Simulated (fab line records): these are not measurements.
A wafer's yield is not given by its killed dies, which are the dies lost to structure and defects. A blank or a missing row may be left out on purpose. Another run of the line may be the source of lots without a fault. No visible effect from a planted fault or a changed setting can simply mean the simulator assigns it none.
Comparing a struck lot with a sound one ; flow sfq_line ; 13 out of 325 route steps
Sound: the wafers L996.2, L996.5, L996.6. Struck: wafer L105.3 (left out: L105.2, a lot-mate that was not struck); the cause follows at the end.
At each step with rows: each side's tool, then ch and its chambers, then its first start. Under that, the readings that differ: sound wafers ; struck wafers ; difference of the means ; sigmas: that difference in standard deviations of wafers without a fault.
alike: readings with means less than 2 such deviations apart, plus words and numbers identical on both sides. not compared: withheld readings, readings lacking a value on some wafer, bounds such as >300 that could conceal the same value, and numbers that have no deviation in the record and whose values overlap.
Wherever a step has rows on one side only, a row that says differs or no value, or a row with sigmas, the two part there. When numbers do not overlap yet have no deviation, they are printed without sigmas and do not part them. A reading missing from all wafers of one side parts the sides only when that side holds two or more wafers.

first, 2 steps without rows for these wafers: SFQ_TRILAYER_I3_VIA_STRIP_SOLV_CLEAN_090 (cleans in NMP, time 600 s); SFQ_TRILAYER_M4_DEP_PRE_CLEAN_092 (time 22.5 s).
SFQ_TRILAYER_M4_DEP_SPUTTER_091: material Nb, target thk 200 nm, time 133.3 s.
  struck on pvd_sputter-04, day 47 13:59; sound on pvd_sputter-05, day 43 13:23
reading;sound;struck;difference;sigmas
throttle_valve_pct (%);27.5 27.3 27.6;29.9;+2.4;+3
SFQ_M4_RS_MEAS_924: the measuring method here is four-point-probe.
  struck on film_metro-02, day 47 14:06; sound on film_metro-03, day 43 13:31
  alike: M4_NB_RS
then, 6 steps without rows for these wafers: SFQ_TRILAYER_M4_LITHO_COAT_098 (resist thk 62 nm); SFQ_TRILAYER_M4_LITHO_COAT_093 (resist thk 600 nm); SFQ_TRILAYER_M4_LITHO_SOFTBAKE_097; SFQ_TRILAYER_M4_LITHO_EXPOSE_094 (exposes mask M4, target cd 500 nm); SFQ_TRILAYER_M4_LITHO_PEB_096 (peb time 60 s); SFQ_TRILAYER_M4_LITHO_DEVELOP_095 (time 60 s).
-- the record jumps here: 6 days lie between the struck wafers' starts before and after --
SFQ_M4_OVL_MEAS_926:
  struck on overlay-02, day 53 16:13; sound on overlay-02, day 43 15:56
reading;sound;struck;difference;sigmas
M4_OVL (nm);-6 -5 -9;3;+10;+2
SFQ_TRILAYER_M4_BARC_OPEN_METAL_ETCH_123: etches BARC in O2, target depth 125 nm, time 41.7 s.
  sound on rie_metal-03 ch 0,1, day 43 15:58; struck on rie_metal-04 ch 0, day 53 16:15
reading;sound;struck;difference;sigmas
model.KrF_of_TRILAYER_M4_LITHO_COAT_093.thk_nm (nm);520.1 522.9 522.4;527.9;+6.1;
  alike: drypump_motor_current_A, he_backside_leak_sccm, oes_product_au
  not compared: rf_hours_counter_h
SFQ_TRILAYER_M4_ETCH_METAL_ETCH_096: etches Nb in Cl2/Ar, stops on SiO2, target depth 240 nm, time 120 s.
  sound on rie_metal-03 ch 0,1, day 43 16:02; struck on rie_metal-04 ch 0, day 53 16:19
  alike: drypump_motor_current_A, he_backside_leak_sccm, oes_product_au
  not compared: rf_hours_counter_h

== WHERE THEY PART ==
Earliest at SFQ_TRILAYER_M4_DEP_SPUTTER_091; latest, in this record, at SFQ_M4_OVL_MEAS_926. Later steps at which nothing parts them and some readings are alike: SFQ_TRILAYER_M4_BARC_OPEN_METAL_ETCH_123, SFQ_TRILAYER_M4_ETCH_METAL_ETCH_096.

WHY: what had been put in by the simulator
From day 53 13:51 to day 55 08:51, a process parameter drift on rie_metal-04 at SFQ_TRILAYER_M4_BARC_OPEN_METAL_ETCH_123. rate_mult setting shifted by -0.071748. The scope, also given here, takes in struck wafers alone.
